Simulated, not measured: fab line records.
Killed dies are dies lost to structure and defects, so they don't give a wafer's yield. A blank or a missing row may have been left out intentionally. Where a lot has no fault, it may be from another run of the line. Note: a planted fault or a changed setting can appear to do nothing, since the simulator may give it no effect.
fab line records | flow sfq-line
record: lots: 7 | wafers: 21 | last-day: 89
route steps=325 shown M4@158 I4@163
lots with no fault: from the same line, run without faults
start-h: the number of hours between the record's first day and the start of the first shown wafer of the lot | wait-h: hours from the lot's prior step to this one | " unchanged from the row above | L1.1+2: one row covering several wafers at once | - no value, or no start was given | * or withheld: withheld | < > ~ a bound
route shown NAME@n: a module of which the file shows steps, and the number in the route of the first | usual: mean and standard deviation over wafers with no fault | same: alike in all rows | chamber/n: place in a boat | sites: per-site readings | _std_site: the values' standard deviation | _edge_site: mean of outer sites minus mean of inner sites | radius-mm: how far each site lies from the wafer's centre | mask NAME#n: copy n | behind: tool/chamber where the wafer was last shaped | hold: why the lot was held/for how many hours/how that ended | device: which transistor (n, p or np) failed to switch | end of line: the tests these same wafers got at the end of their route | where a step has no rows: the recipe by itself | killed: not the wafer's yield, but the dies lost to structure and defects at the first sort | map: shows each die of a wafer: x if killed, . if not, _ if none is there
set.NAME: setting as actually run; set.NAME@STEP: the setting as run at that earlier step | model.NAME: the simulator's own value behind a step, which no gauge read
lots at selected steps of the route; one table per step, one row per wafer
services: from which hour (start-h, from the record's first day; less than 0 if before it) a tool's chamber was out of use, for how many hours, and why
== steps ==
step: SFQ_M4_OVL_MEAS_926
usual: M4_OVL: 2/5.2
lot.wafer | tool       | chamber | start-h | wait-h | M4_OVL[nm]
L368.1    | overlay-02 | -       | 1267.40 | 0.1    | 4
L368.2    | "          | -       | "       | "      | 11
L368.5    | "          | -       | "       | "      | 8
L369.3    | overlay-01 | -       | 1268.61 | 0.1    | 10
L369.5    | "          | -       | "       | "      | 7
L369.6    | "          | -       | "       | "      | 8
L371.2    | overlay-02 | -       | 1287.93 | 0.1    | -2
L371.4    | "          | -       | "       | "      | -2
L371.5    | "          | -       | "       | "      | 0
L378.2    | overlay-02 | -       | 1329.93 | 0.1    | 2
L378.5    | "          | -       | "       | "      | 5
L378.6    | "          | -       | "       | "      | 1
L379.1    | overlay-01 | -       | 1334.72 | 0.1    | 1
L379.3    | "          | -       | "       | "      | 5
L379.5    | "          | -       | "       | "      | 8
L385.1    | overlay-01 | -       | 1454.67 | 0.1    | 9
L385.3    | "          | -       | "       | "      | 4
L385.5    | "          | -       | "       | "      | 6
L386.2    | overlay-02 | -       | 1463.08 | 0.1    | 5
L386.3    | "          | -       | "       | "      | 7
L386.4    | "          | -       | "       | "      | 3
step: SFQ_TRILAYER_M4_BARC_OPEN_METAL_ETCH_123
recipe: mask-material: PR | chemistry: O2 | target-depth-nm: 125 | target: BARC | icp-w: 600 | bias-w: 80 | pressure-mtorr: 10 | time-s: 41.7
usual: drypump-motor-current-A: 5.7/0.39 | oes-product-au: 0.685/0.0047
lot.wafer | tool         | chamber | start-h | wait-h | drypump-motor-current-A | oes-product-au | rf-hours-counter-h
L368.1    | rie-metal-02 | 0       | 1267.43 | 0.0    | 5.1                     | 0.691          | 134
L368.2    | "            | 1       | "       | "      | 5.4                     | 0.689          | 110
L368.5    | "            | 1       | "       | "      | 5.4                     | 0.684          | -
L369.3    | rie-metal-01 | 0       | 1268.66 | 0.0    | 6.1                     | 0.676          | -
L369.5    | "            | 1       | "       | "      | 6.0                     | 0.686          | -
L369.6    | "            | 0       | "       | "      | 6.1                     | 0.687          | -
L371.2    | rie-metal-02 | 0       | 1287.96 | 0.0    | 5.1                     | 0.686          | 136
L371.4    | "            | 1       | "       | "      | 5.4                     | 0.690          | -
L371.5    | "            | 0       | "       | "      | 5.0                     | 0.687          | -
L378.2    | rie-metal-04 | 0       | 1329.96 | 0.0    | 5.8                     | 0.690          | 43
L378.5    | "            | 1       | "       | "      | 6.0                     | 0.683          | -
L378.6    | "            | 0       | "       | "      | 5.8                     | 0.688          | -
L379.1    | rie-metal-02 | 1       | 1334.76 | 0.0    | 5.4                     | 0.694          | 119
L379.3    | "            | 1       | "       | "      | 5.4                     | 0.690          | -
L379.5    | "            | 1       | "       | "      | 5.4                     | 0.679          | -
L385.1    | rie-metal-01 | 0       | 1454.71 | 0.0    | 6.1                     | 0.696          | 30
L385.3    | "            | 0       | "       | "      | 6.1                     | 0.676          | -
L385.5    | "            | 1       | "       | "      | 6.0                     | 0.685          | -
L386.2    | rie-metal-02 | 1       | 1463.11 | 0.0    | 5.4                     | 0.691          | 135
L386.3    | "            | 0       | "       | "      | 5.1                     | 0.683          | -
L386.4    | "            | 1       | "       | "      | 5.4                     | 0.681          | -
step: SFQ_TRILAYER_M4_ETCH_METAL_ETCH_096
recipe: target: Nb | stop-on: SiO2 | mask-material: PR | chemistry: Cl2/Ar | target-depth-nm: 240 | icp-w: 600 | bias-w: 80 | pressure-mtorr: 10 | time-s: 120
usual: drypump-motor-current-A: 5.7/0.39 | oes-product-au: 0.876/0.008
lot.wafer | tool         | chamber | start-h | wait-h | drypump-motor-current-A | oes-product-au | rf-hours-counter-h
L368.1    | rie-metal-02 | 0       | 1267.49 | 0.0    | 5.1                     | 0.871          | 134
L368.2    | "            | 1       | "       | "      | 5.4                     | 0.881          | 110
L368.5    | "            | 1       | "       | "      | 5.4                     | 0.889          | -
L369.3    | rie-metal-01 | 0       | 1268.77 | 0.1    | 6.1                     | 0.876          | -
L369.5    | "            | 1       | "       | "      | 6.0                     | 0.877          | -
L369.6    | "            | 0       | "       | "      | 6.1                     | 0.879          | -
L371.2    | rie-metal-02 | 0       | 1288.02 | 0.0    | 5.1                     | 0.881          | 136
L371.4    | "            | 1       | "       | "      | 5.4                     | 0.891          | -
L371.5    | "            | 0       | "       | "      | 5.1                     | 0.879          | -
L378.2    | rie-metal-04 | 0       | 1330.02 | 0.0    | 5.8                     | 0.881          | 43
L378.5    | "            | 1       | "       | "      | 6.0                     | 0.880          | -
L378.6    | "            | 0       | "       | "      | 5.8                     | 0.883          | -
L379.1    | rie-metal-02 | 1       | 1334.82 | 0.0    | 5.4                     | 0.869          | 119
L379.3    | "            | 1       | "       | "      | 5.4                     | 0.876          | -
L379.5    | "            | 1       | "       | "      | 5.4                     | 0.862          | -
L385.1    | rie-metal-01 | 0       | 1454.77 | 0.0    | 6.1                     | 0.870          | 31
L385.3    | "            | 0       | "       | "      | 6.1                     | 0.871          | -
L385.5    | "            | 1       | "       | "      | 6.0                     | 0.876          | -
L386.2    | rie-metal-02 | 1       | 1463.17 | 0.0    | 5.4                     | 0.867          | 135
L386.3    | "            | 0       | "       | "      | 5.1                     | 0.875          | -
L386.4    | "            | 1       | "       | "      | 5.4                     | 0.879          | -
step: SFQ_TRILAYER_M4_STRIP_STRIP_097
recipe: gas: O2 | power-w: 200 | platen-temp-c: 40 | overash-fraction: 0.65 | chemistry: O2 | pressure-mtorr: 50
usual: drypump-motor-current-A: 5.7/0.39 | oes-product-au: 1.002/0.011
lot.wafer | tool         | chamber | start-h | wait-h | drypump-motor-current-A | oes-product-au | rf-hours-counter-h
L368.1    | rie-metal-02 | 0       | 1267.62 | 0.1    | 5.1                     | 0.999          | 134
L368.2    | "            | 1       | "       | "      | 5.4                     | 0.997          | 110
L368.5    | "            | 1       | "       | "      | 5.4                     | 0.988          | -
L369.3    | rie-metal-01 | 0       | 1269.15 | 0.3    | 6.1                     | 1.002          | -
L369.5    | "            | 1       | "       | "      | 6.0                     | 1.001          | -
L369.6    | "            | 0       | "       | "      | 6.1                     | 1.004          | -
L371.2    | rie-metal-02 | 0       | 1288.14 | 0.1    | 5.1                     | 1.003          | 136
L371.4    | "            | 1       | "       | "      | 5.4                     | 0.997          | -
L371.5    | "            | 0       | "       | "      | 5.1                     | 0.997          | -
L378.2    | rie-metal-04 | 0       | 1330.14 | 0.1    | 5.8                     | 1.016          | 43
L378.5    | "            | 1       | "       | "      | 6.0                     | 1.010          | -
L378.6    | "            | 0       | "       | "      | 5.8                     | 1.007          | -
L379.1    | rie-metal-02 | 1       | 1334.94 | 0.1    | 5.4                     | 0.993          | 119
L379.3    | "            | 1       | "       | "      | 5.4                     | 0.990          | -
L379.5    | "            | 1       | "       | "      | 5.4                     | 0.994          | -
L385.1    | rie-metal-01 | 0       | 1454.89 | 0.1    | 6.1                     | 1.002          | 31
L385.3    | "            | 0       | "       | "      | 6.1                     | 0.998          | -
L385.5    | "            | 1       | "       | "      | 6.0                     | 1.005          | -
L386.2    | rie-metal-02 | 1       | 1463.29 | 0.1    | 5.4                     | 0.992          | 136
L386.3    | "            | 0       | "       | "      | 5.1                     | 0.984          | -
L386.4    | "            | 1       | "       | "      | 5.4                     | 0.984          | -
step: SFQ_TRILAYER_M4_STRIP_SOLV_CLEAN_098
recipe: chemistry: NMP | temp-c: 70 | time-s: 600
step: SFQ_TRILAYER_I4_DEP_PECVD_099
recipe: material: SiO2 | temp-c: 150 | time-s: 111.11 | pressure-torr: 2.4 | rf-w: 183.3 | precursor: SiH4/N2O | target-thk-nm: 500
step: SFQ_TRILAYER_I4_CMP_CMP_100
recipe: material: SiO2 | down-force-psi: 3 | platen-rpm: 60 | pad-velocity-m-s: 0.94248
usual: head-pressure-psi: 3.000/0.006 | motor-current-A: 9.8/0.93 | time-to-endpoint-s: 216/9.6
lot.wafer | tool   | chamber | start-h | wait-h | head-pressure-psi | motor-current-A | time-to-endpoint-s
L368.2    | cmp-01 | 2       | 1292.49 | 24.1   | 2.995             | 10.3            | 212
L368.1    | "      | 0       | 1293.49 | 25.1   | 3.006             | 8.6             | 233
L368.5    | "      | 2       | 1294.49 | 26.0   | 2.990             | 9.9             | 235
L369.3    | cmp-01 | 2       | 1295.49 | 25.6   | 2.998             | 10.0            | 208
L369.5    | "      | 2       | 1297.49 | 27.6   | 2.992             | 10.4            | 217
L369.6    | "      | 3       | "       | "      | 3.001             | 11.2            | 218
L371.4    | cmp-01 | 2       | 1314.90 | 25.9   | 3.004             | 9.9             | 213
L371.2    | "      | 1       | 1316.40 | 27.4   | 2.996             | 10.7            | 215
L371.5    | "      | 3       | 1317.40 | 28.4   | 3.002             | 10.8            | 221
L378.2    | cmp-02 | 0       | 1363.80 | 32.8   | 2.991             | 10.3            | 203
L378.5    | "      | 1       | "       | "      | 2.994             | 7.8             | 229
L378.6    | "      | 2       | "       | "      | 2.999             | 10.5            | 224
L379.1    | cmp-02 | 0       | 1365.30 | 29.5   | 3.013             | 10.4            | 198
L379.3    | "      | 2       | 1366.30 | 30.5   | 2.997             | 10.4            | 210
L379.5    | "      | 1       | 1367.80 | 32.0   | 3.002             | 8.7             | 219
L385.3    | cmp-02 | 3       | 1456.74 | 1.0    | 3.000             | 9.9             | 215
L385.1    | "      | 0       | "       | "      | 2.998             | 10.3            | 204
L385.5    | "      | 2       | 1458.24 | 2.5    | 2.987             | 10.4            | 213
L386.4    | cmp-02 | 3       | 1464.14 | 0.0    | 3.008             | 9.7             | 221
L386.2    | "      | 0       | "       | "      | 3.019             | 10.2            | 214
L386.3    | "      | 1       | "       | "      | 3.015             | 8.7             | 230
step: SFQ_I4_BOW_MEAS_927
recipe: mode: bow
usual: I4_BOW: 6/9.5
lot.wafer | tool          | chamber | start-h | wait-h | I4_BOW[um]
L368.1    | film-metro-01 | -       | 1295.49 | 1.5    | 23
L368.2    | "             | -       | "       | "      | 11
L368.5    | "             | -       | "       | "      | 20
L369.3    | film-metro-03 | -       | 1298.53 | 2.5    | 5
L369.5    | "             | -       | "       | "      | 2
L369.6    | "             | -       | "       | "      | -1
L371.2    | film-metro-03 | -       | 1317.92 | 1.0    | -8
L371.4    | "             | -       | "       | "      | 12
L371.5    | "             | -       | "       | "      | 1
L378.2    | film-metro-01 | -       | 1365.32 | 1.0    | 11
L378.5    | "             | -       | "       | "      | 7
L378.6    | "             | -       | "       | "      | 13
L379.1    | film-metro-03 | -       | 1368.30 | 2.5    | -10
L379.3    | "             | -       | "       | "      | -4
L379.5    | "             | -       | "       | "      | -3
L385.1    | film-metro-03 | -       | 1458.74 | 1.0    | 13
L385.3    | "             | -       | "       | "      | 16
L385.5    | "             | -       | "       | "      | 24
L386.2    | film-metro-04 | -       | 1467.16 | 2.0    | 14
L386.3    | "             | -       | "       | "      | 20
L386.4    | "             | -       | "       | "      | 2
step: SFQ_TRILAYER_I4_METRO_MEASURE_101
step: SFQ_TRILAYER_I4_VIA_LITHO_COAT_108
recipe: resist: BARC | spin-rpm: 3000 | resist-thk-nm: 62
step: SFQ_TRILAYER_I4_VIA_LITHO_COAT_103
recipe: resist: KrF | spin-rpm: 2944 | resist-thk-nm: 650
step: SFQ_TRILAYER_I4_VIA_LITHO_SOFTBAKE_107
recipe: temp-c: withheld | time-s: withheld | resist: KrF
step: SFQ_TRILAYER_I4_VIA_LITHO_EXPOSE_104
recipe: mask-id: I4 | na: 0.6 | source-shape: conventional | sigma-outer: 0.65 | target-cd-nm: 700 | dose-mj: 21.3
usual: exposure-dose-mJ-cm2: 21.300/0.019 | reticle-temp-C: 23.00/0.099
lot.wafer | tool           | chamber | start-h | wait-h | mask | exposure-dose-mJ-cm2 | reticle-temp-C
L368.1    | krf-scanner-01 | 0       | 1405.18 | -      | I4#0 | 21.279               | 22.73
L368.2    | "              | 0       | "       | "      | I4#0 | 21.310               | 22.78
L368.5    | "              | 0       | "       | "      | I4#0 | 21.273               | 22.92
L369.3    | krf-scanner-01 | 0       | 1406.78 | -      | I4#0 | 21.265               | 23.15
L369.5    | "              | 0       | "       | "      | I4#0 | 21.303               | 23.09
L369.6    | "              | 0       | "       | "      | I4#0 | 21.281               | 23.17
L371.2    | krf-scanner-01 | 0       | 1416.18 | -      | I4#0 | 20.633               | 23.20
L371.4    | "              | 0       | "       | "      | I4#0 | 20.572               | 23.28
L371.5    | "              | 0       | "       | "      | I4#0 | 20.605               | 22.89
L378.2    | krf-scanner-01 | 0       | 1465.50 | -      | I4#0 | 20.595               | 22.82
L378.5    | "              | 0       | "       | "      | I4#0 | 20.595               | 23.00
L378.6    | "              | 0       | "       | "      | I4#0 | 20.575               | 23.00
L379.1    | krf-scanner-01 | 0       | 1467.70 | -      | I4#0 | 20.591               | 22.86
L379.3    | "              | 0       | "       | "      | I4#0 | 20.575               | 22.95
L379.5    | "              | 0       | "       | "      | I4#0 | 20.622               | 22.85
L385.1    | krf-scanner-02 | 0       | 1580.05 | -      | I4#0 | 21.273               | 22.96
L385.3    | "              | 0       | "       | "      | I4#0 | 21.287               | 23.00
L385.5    | "              | 0       | "       | "      | I4#0 | 21.335               | 22.80
L386.2    | krf-scanner-02 | 0       | 1583.85 | -      | I4#0 | 21.293               | 22.84
L386.3    | "              | 0       | "       | "      | I4#0 | 21.285               | 23.04
L386.4    | "              | 0       | "       | "      | I4#0 | 21.269               | 22.95
step: SFQ_TRILAYER_I4_VIA_LITHO_PEB_106
recipe: peb-temp-c: 115 | peb-time-s: 60 | resist: KrF
step: SFQ_TRILAYER_I4_VIA_LITHO_DEVELOP_105
recipe: time-s: 60 | resist: KrF
step: SFQ_I4_OVL_MEAS_928
usual: I4_OVL: 3/6.3
lot.wafer | tool       | chamber | start-h | wait-h | I4_OVL[nm]
L368.1    | overlay-01 | -       | 1406.71 | 0.2    | -2
L368.2    | "          | -       | "       | "      | -2
L368.5    | "          | -       | "       | "      | 2
L369.3    | overlay-01 | -       | 1407.92 | 0.1    | 13
L369.5    | "          | -       | "       | "      | 9
L369.6    | "          | -       | "       | "      | 19
L371.2    | overlay-02 | -       | 1417.48 | 0.1    | -3
L371.4    | "          | -       | "       | "      | -1
L371.5    | "          | -       | "       | "      | -2
L378.2    | overlay-01 | -       | 1466.80 | 0.1    | 0
L378.5    | "          | -       | "       | "      | 1
L378.6    | "          | -       | "       | "      | 3
L379.1    | overlay-01 | -       | 1469.20 | 0.1    | 5
L379.3    | "          | -       | "       | "      | 6
L379.5    | "          | -       | "       | "      | 9
L385.1    | overlay-02 | -       | 1581.55 | 0.1    | 0
L385.3    | "          | -       | "       | "      | 2
L385.5    | "          | -       | "       | "      | -8
L386.2    | overlay-02 | -       | 1585.16 | 0.1    | -5
L386.3    | "          | -       | "       | "      | -8
L386.4    | "          | -       | "       | "      | -5
step: SFQ_TRILAYER_I4_VIA_BARC_OPEN_VIA_ETCH_146
recipe: mask-material: PR | chemistry: O2 | target-depth-nm: 125 | target: BARC | source-w: 500 | bias-w: 80 | pressure-mtorr: 30 | time-s: 41.7
usual: drypump-motor-current-A: 5.9/0.47 | oes-product-au: 0.685/0.0045
lot.wafer | tool        | chamber | start-h | wait-h | drypump-motor-current-A | oes-product-au | rf-hours-counter-h | model.I4.cd-nm
L368.1    | rie-diel-01 | 1       | 1406.74 | 0.0    | 6.3                     | 0.691          | 10                 | 698
L368.2    | "           | 0       | "       | "      | 5.6                     | 0.684          | 11                 | 697.5
L368.5    | "           | 0       | "       | "      | 5.6                     | 0.694          | -                  | 697
L369.3    | rie-diel-02 | 2       | 1407.94 | 0.0    | 6.3                     | 0.685          | 12                 | 701.4
L369.5    | "           | 0       | "       | "      | 6.1                     | 0.679          | -                  | 701.2
L369.6    | "           | 3       | "       | "      | 6.3                     | 0.684          | -                  | 700.6
L371.2    | rie-diel-02 | 3       | 1417.51 | 0.0    | 6.3                     | 0.684          | 13                 | 693.3
L371.4    | "           | 1       | "       | "      | 5.0                     | 0.678          | 18                 | 692.6
L371.5    | "           | 2       | "       | "      | 6.4                     | 0.683          | -                  | 695.4
L378.2    | rie-diel-01 | 3       | 1466.83 | 0.0    | 5.6                     | 0.686          | 12                 | 692.8
L378.5    | "           | 2       | "       | "      | 6.0                     | 0.686          | -                  | 693.1
L378.6    | "           | 3       | "       | "      | 5.6                     | 0.681          | -                  | 691.5
L379.1    | rie-diel-04 | 2       | 1469.23 | 0.0    | 5.6                     | 0.692          | 19                 | 694.5
L379.3    | "           | 3       | "       | "      | 5.9                     | 0.690          | 13                 | 695.7
L379.5    | "           | 3       | "       | "      | 5.9                     | 0.688          | -                  | 695.3
L385.1    | rie-diel-01 | 1       | 1581.59 | 0.0    | 6.3                     | 0.688          | 12                 | 697.9
L385.3    | "           | 0       | "       | "      | 5.6                     | 0.682          | 13                 | 700.4
L385.5    | "           | 1       | "       | "      | 6.3                     | 0.687          | -                  | 699.9
L386.2    | rie-diel-01 | 0       | 1585.19 | 0.0    | 5.6                     | 0.680          | 13                 | 699.8
L386.3    | "           | 3       | "       | "      | 5.6                     | 0.687          | 13                 | 700
L386.4    | "           | 2       | "       | "      | 6.0                     | 0.679          | 19                 | 701.4
step: SFQ_TRILAYER_I4_VIA_ETCH_VIA_ETCH_106
recipe: target: SiO2 | stop-on: Nb | mask-material: PR | taper-deg: 20 | chemistry: CHF3 | target-depth-nm: 260 | source-w: 500 | bias-w: 80 | pressure-mtorr: 30 | time-s: withheld
usual: drypump-motor-current-A: 5.9/0.48 | oes-product-au: 0.855/0.0056
lot.wafer | tool        | chamber | start-h | wait-h | drypump-motor-current-A | oes-product-au | model.I4.cd-nm
L368.1    | rie-diel-01 | 1       | 1406.78 | 0.0    | 6.3                     | 0.854          | 695.3
L368.2    | "           | 0       | "       | "      | 5.7                     | 0.860          | 697.3
L368.5    | "           | 0       | "       | "      | 5.7                     | 0.854          | 697.6
L369.3    | rie-diel-02 | 2       | 1407.98 | 0.0    | 6.4                     | 0.849          | 703.9
L369.5    | "           | 0       | "       | "      | 6.1                     | 0.859          | 704
L369.6    | "           | 3       | "       | "      | 6.3                     | 0.861          | 700.6
L371.2    | rie-diel-02 | 3       | 1417.55 | 0.0    | 6.3                     | 0.852          | 694.6
L371.4    | "           | 1       | "       | "      | 5.0                     | 0.845          | 694.1
L371.5    | "           | 2       | "       | "      | 6.4                     | 0.860          | 697.4
L378.2    | rie-diel-01 | 3       | 1466.87 | 0.0    | 5.6                     | 0.850          | 694.4
L378.5    | "           | 2       | "       | "      | 6.0                     | 0.865          | 692.3
L378.6    | "           | 3       | "       | "      | 5.6                     | 0.852          | 691.9
L379.1    | rie-diel-04 | 2       | 1469.27 | 0.0    | 5.6                     | 0.852          | 696.2
L379.3    | "           | 3       | "       | "      | 5.8                     | 0.853          | 696.2
L379.5    | "           | 3       | "       | "      | 5.8                     | 0.862          | 696
L385.1    | rie-diel-01 | 1       | 1581.63 | 0.0    | 6.3                     | 0.844          | 693.4
L385.3    | "           | 0       | "       | "      | 5.6                     | 0.853          | 700.9
L385.5    | "           | 1       | "       | "      | 6.3                     | 0.852          | 695
L386.2    | rie-diel-01 | 0       | 1585.23 | 0.0    | 5.6                     | 0.855          | 699.5
L386.3    | "           | 3       | "       | "      | 5.6                     | 0.863          | 700
L386.4    | "           | 2       | "       | "      | 6.0                     | 0.855          | 699.7
step: SFQ_TRILAYER_I4_VIA_STRIP_STRIP_107
recipe: gas: O2 | power-w: 200 | platen-temp-c: 40 | overash-fraction: 0.65 | chemistry: O2 | pressure-mtorr: 50
usual: drypump-motor-current-A: 6.04/0.18 | oes-product-au: 1.006/0.0075
lot.wafer | tool         | chamber | start-h | wait-h | drypump-motor-current-A | oes-product-au | rf-hours-counter-h
L368.1    | rie-metal-03 | 1       | 1406.90 | -      | 6.37                    | 1.016          | 28
L368.2    | "            | 0       | "       | "      | 5.97                    | 1.002          | 84
L368.5    | "            | 0       | "       | "      | 5.97                    | 1.014          | -
L369.3    | rie-metal-04 | 1       | 1408.36 | -      | 5.99                    | 0.989          | -
L369.5    | "            | 1       | "       | "      | 6.00                    | 1.005          | -
L369.6    | "            | 0       | "       | "      | 5.78                    | 1.011          | -
L371.2    | rie-metal-03 | 1       | 1417.66 | -      | 6.33                    | 1.016          | 30
L371.4    | "            | 1       | "       | "      | 6.39                    | 1.022          | -
L371.5    | "            | 1       | "       | "      | 6.36                    | 1.012          | -
L378.2    | rie-metal-01 | 1       | 1466.98 | -      | 5.97                    | 1.006          | 93
L378.5    | "            | 0       | "       | "      | 6.09                    | 1.010          | -
L378.6    | "            | 1       | "       | "      | 5.96                    | 1.005          | -
L379.1    | rie-metal-04 | 0       | 1469.38 | -      | 5.79                    | 1.015          | 60
L379.3    | "            | 0       | "       | "      | 5.84                    | 1.015          | -
L379.5    | "            | 0       | "       | "      | 5.79                    | 1.019          | -
L385.1    | rie-metal-03 | 0       | 1581.74 | -      | 5.97                    | 1.002          | 107
L385.3    | "            | 0       | "       | "      | 5.97                    | 1.000          | -
L385.5    | "            | 0       | "       | "      | 5.99                    | 0.990          | -
L386.2    | rie-metal-04 | 1       | 1585.34 | -      | 6.01                    | 1.000          | 70
L386.3    | "            | 1       | "       | "      | 6.02                    | 1.008          | -
L386.4    | "            | 0       | "       | "      | 5.77                    | 1.003          | -
== services ==
tool           | chamber | start-h | hours | kind
krf-scanner-01 | -       | 1263.88 | 1.3   | pm
rie-diel-01    | -       | 1272.23 | 0.4   | repair
cmp-02         | -       | 1293.29 | 14.6  | pm
rie-metal-01   | 1       | 1317.25 | 1.6   | repair
rie-metal-02   | -       | 1325.38 | 2.8   | pm
rie-diel-01    | -       | 1338.38 | 1.5   | repair
rie-metal-04   | -       | 1340.67 | 2.8   | pm
krf-scanner-01 | -       | 1353.62 | 0.8   | pm
krf-scanner-01 | -       | 1367.73 | 5.6   | repair
krf-scanner-01 | -       | 1378.32 | 1.0   | pm
cmp-02         | -       | 1383.34 | 0.6   | repair
rie-diel-01    | 3       | 1407.55 | 22.8  | repair
rie-metal-01   | -       | 1418.48 | 0.2   | repair
krf-scanner-01 | -       | 1423.87 | 0.4   | repair
krf-scanner-01 | -       | 1424.91 | 0.6   | repair
rie-diel-02    | 3       | 1431.81 | 4.9   | repair
krf-scanner-01 | -       | 1438.78 | 1.3   | pm
rie-diel-01    | -       | 1443.90 | 2.8   | pm
rie-metal-02   | -       | 1465.53 | 1.3   | repair
rie-metal-01   | 1       | 1492.30 | 3.0   | repair
krf-scanner-01 | -       | 1522.90 | 0.8   | pm
rie-diel-01    | 3       | 1530.37 | 10.0  | repair
krf-scanner-01 | -       | 1547.38 | 1.0   | pm
krf-scanner-01 | -       | 1575.13 | 0.5   | repair
== key ==
first-sign: step: SFQ_TRILAYER_I4_VIA_LITHO_EXPOSE_104 | reading: exposure-dose-mJ-cm2 | direction: down | sigmas: 37 | usual: 21.300 | struck: 20.596
effect none on later readings
model-effect: step: SFQ_TRILAYER_I4_VIA_BARC_OPEN_VIA_ETCH_146 | value: I4.cd-nm | without: 699.3 | struck: 693.8
model-effect: step: SFQ_TRILAYER_I4_VIA_ETCH_VIA_ETCH_106 | value: I4.cd-nm | without: 700.3 | struck: 694.8
met-at SFQ_TRILAYER_I4_VIA_LITHO_EXPOSE_104
struck-wafers L371.2,L371.4,L371.5,L378.2,L378.5,L378.6,L379.1,L379.3,L379.5
onset-between 1406.78 1416.18
fault: kind: process-parameter-drift | tool: krf-scanner-01 | chamber: - | onset-h: 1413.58 | steps: SFQ_TRILAYER_I4_VIA_LITHO_EXPOSE_104 | channel: dose-mj | offset: -0.7116 | shape: step | acts-in: these-recipes-only | stated: 21.3
